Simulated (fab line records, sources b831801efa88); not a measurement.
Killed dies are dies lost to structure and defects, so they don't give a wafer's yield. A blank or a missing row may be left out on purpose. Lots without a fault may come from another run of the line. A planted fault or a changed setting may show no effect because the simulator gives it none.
Which tool did it? | flow gf180mcu | 14 lots, 42 wafers sampled, at 4 steps of a route of 602

WHAT THE GAUGES READ, wafer by wafer
GF_V1_RS_MEAS_24: measures by four-point-probe.
lot  | measured     | on            | V1_W_RS (ohm/sq)
L442 | day 18 06:02 | film_metro-01 | 0.338 0.325 0.327
L443 | day 18 07:45 | film_metro-01 | 0.332 0.326 0.331
L444 | day 18 23:25 | film_metro-02 | 0.325 0.327 0.326
L446 | day 19 23:17 | film_metro-02 | 0.325 0.326 0.322
L447 | day 20 08:29 | film_metro-02 | 0.316 0.314 0.319
L448 | day 20 15:00 | film_metro-02 | 0.327 0.326 0.330
L449 | day 21 00:02 | film_metro-02 | 0.322 0.323 0.316
L450 | day 21 07:12 | film_metro-01 | 0.323 0.327 0.321
L452 | day 21 23:53 | film_metro-01 | 0.324 0.315 0.317
L455 | day 23 02:28 | film_metro-02 | 0.324 0.315 0.325
L456 | day 23 06:49 | film_metro-04 | 0.333 0.324 0.325
L457 | day 23 18:14 | film_metro-01 | 0.330 0.323 0.321
L463 | day 25 16:37 | film_metro-04 | 0.322 0.322 0.321
L465 | day 26 01:19 | film_metro-04 | 0.327 0.328 0.325

GF_V1_THK_MEAS_25: measures by xrf.
lot  | measured     | on            | V1_W_THK (nm)
L442 | day 18 06:09 | film_metro-01 | 337 347 346
L443 | day 18 07:50 | film_metro-01 | 339 345 343
L444 | day 18 23:32 | film_metro-02 | 343 343 343
L446 | day 19 23:25 | film_metro-02 | 346 346 348
L447 | day 20 08:35 | film_metro-02 | 357 358 352
L448 | day 20 15:07 | film_metro-02 | 343 344 339
L449 | day 21 00:09 | film_metro-02 | 354 352 357
L450 | day 21 07:19 | film_metro-01 | 350 348 352
L452 | day 22 00:00 | film_metro-01 | 348 359 356
L455 | day 23 02:34 | film_metro-02 | 342 350 341
L456 | day 23 06:56 | film_metro-04 | 341 353 350
L457 | day 23 18:21 | film_metro-01 | 339 349 349
L463 | day 25 16:44 | film_metro-04 | 354 354 357
L465 | day 26 01:26 | film_metro-04 | 349 348 350

GF_M3_RS_MEAS_05: measures by four-point-probe.
lot  | measured     | on            | M3_ALCU_RS (ohm/sq)
L442 | day 20 10:28 | film_metro-03 | 0.0689 0.0707 0.0688
L443 | day 20 13:17 | film_metro-04 | 0.0696 0.0695 0.0686
L444 | day 21 02:35 | film_metro-03 | 0.0701 0.0690 0.0697
L446 | day 22 02:14 | film_metro-03 | 0.0716 0.0686 0.0696
L447 | day 22 12:01 | film_metro-03 | 0.0687 0.0686 0.0681
L448 | day 22 18:12 | film_metro-04 | 0.0712 0.0706 0.0705
L449 | day 23 02:35 | film_metro-04 | 0.0689 0.0694 0.0694
L450 | day 23 09:51 | film_metro-02 | 0.0681 0.0697 0.0674
L452 | day 24 02:10 | film_metro-03 | 0.0709 0.0695 0.0697
L455 | day 25 01:58 | film_metro-03 | 0.0715 0.0704 0.0713
L456 | day 25 06:16 | film_metro-03 | 0.0700 0.0692 0.0708
L457 | day 25 18:29 | film_metro-02 | 0.0682 0.0694 0.0682
L463 | day 27 13:19 | film_metro-02 | 0.0683 0.0703 0.0684
L465 | day 27 21:07 | film_metro-03 | 0.0704 0.0700 0.0710

WHICH TOOL RAN EACH LOT (tool, then ch and the chambers of the sampled wafers, then the start)
lot  | GF_M3_SPUTTER_00
L442 | pvd_sputter-03, day 20 10:13
L443 | pvd_sputter-02, day 20 13:00
L444 | pvd_sputter-04, day 21 02:22
L446 | pvd_sputter-03, day 22 02:01
L447 | pvd_sputter-04, day 22 11:46
L448 | pvd_sputter-02, day 22 17:58
L449 | pvd_sputter-04, day 23 02:19
L450 | pvd_sputter-03, day 23 09:38
L452 | pvd_sputter-04, day 24 01:57
L455 | pvd_sputter-02, day 25 01:42
L456 | pvd_sputter-04, day 25 06:01
L457 | pvd_sputter-04, day 25 18:16
L463 | pvd_sputter-03, day 27 13:05
L465 | pvd_sputter-03, day 27 20:53
- GF_M3_SPUTTER_00: material Ti, target thk 37.5 nm, time 150 s.

WHAT THE TOOLS THEMSELVES READ (means of the sampled wafers that have a number; where no wafer has one, the mark that the record gives instead)
GF_M3_SPUTTER_00.
lot  | tool           | chamber_pressure_pa (Pa) | throttle_valve_pct (%)
L442 | pvd_sputter-03 | 2.000                    | 29.4
L443 | pvd_sputter-02 | 1.999                    | 30.5
L444 | pvd_sputter-04 | 2.000                    | 29.2
L446 | pvd_sputter-03 | 1.998                    | 29.3
L447 | pvd_sputter-04 | 1.998                    | 30.2
L448 | pvd_sputter-02 | 2.002                    | 30.8
L449 | pvd_sputter-04 | 1.999                    | 30.0
L450 | pvd_sputter-03 | 2.001                    | 29.1
L452 | pvd_sputter-04 | 1.999                    | 29.8
L455 | pvd_sputter-02 | 1.997                    | 29.8
L456 | pvd_sputter-04 | 1.909                    | 30.2
L457 | pvd_sputter-04 | 1.907                    | 31.1
L463 | pvd_sputter-03 | 1.998                    | 29.0
L465 | pvd_sputter-03 | 2.000                    | 29.5

THE ANSWER, worked out from the rows above alone
Rule: what is usual is taken from the lots themselves. Put in order of their means at a reading, lots are off if they are a third of the lots or fewer, leave a main group of 4 or more, and stand apart from it by a gap of 3 or more times the standard deviation of the main group's means; of several such gaps the widest counts. A main group whose means are all the same, to the digits that the tables above print for the reading, isn't used. A lot without any number at a reading at which 4 lots or more have one is off too. The other lots that the step has rows for count as sound. The gauges are gone through in route order, then the tools' own readings, and for those a lot's mean is taken as printed above. The first step at which some lot is off is used, and at that step the reading that is off furthest; a lot without a number counts as furthest.
Off: L456, L457, at GF_M3_SPUTTER_00 (chamber_pressure_pa). The main group: mean 1.999 Pa, standard deviation 0.0014.
A tool fits if, at that step or a process step before it, it ran every lot that is off, and no sound lot after the first of them. One fits: pvd_sputter-04 at GF_M3_SPUTTER_00. Its last sound lot is L452 (day 24 01:57), its first lot that is off L456 (day 25 06:01): a fault that began between those two fits.
The tool's own readings at GF_M3_SPUTTER_00 bear it out: on the lots that are off they differ by more than 5 times the standard deviation of the sound lots' means. chamber_pressure_pa reads 1.908 Pa there against 1.999 Pa on the sound lots.

WHAT THE SIMULATOR HAD PUT IN
Process parameter drift: pvd_sputter-04, from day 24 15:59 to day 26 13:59, at GF_M3_SPUTTER_00. Setting chamber_pressure_pa, moved by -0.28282, from 2. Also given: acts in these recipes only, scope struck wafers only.
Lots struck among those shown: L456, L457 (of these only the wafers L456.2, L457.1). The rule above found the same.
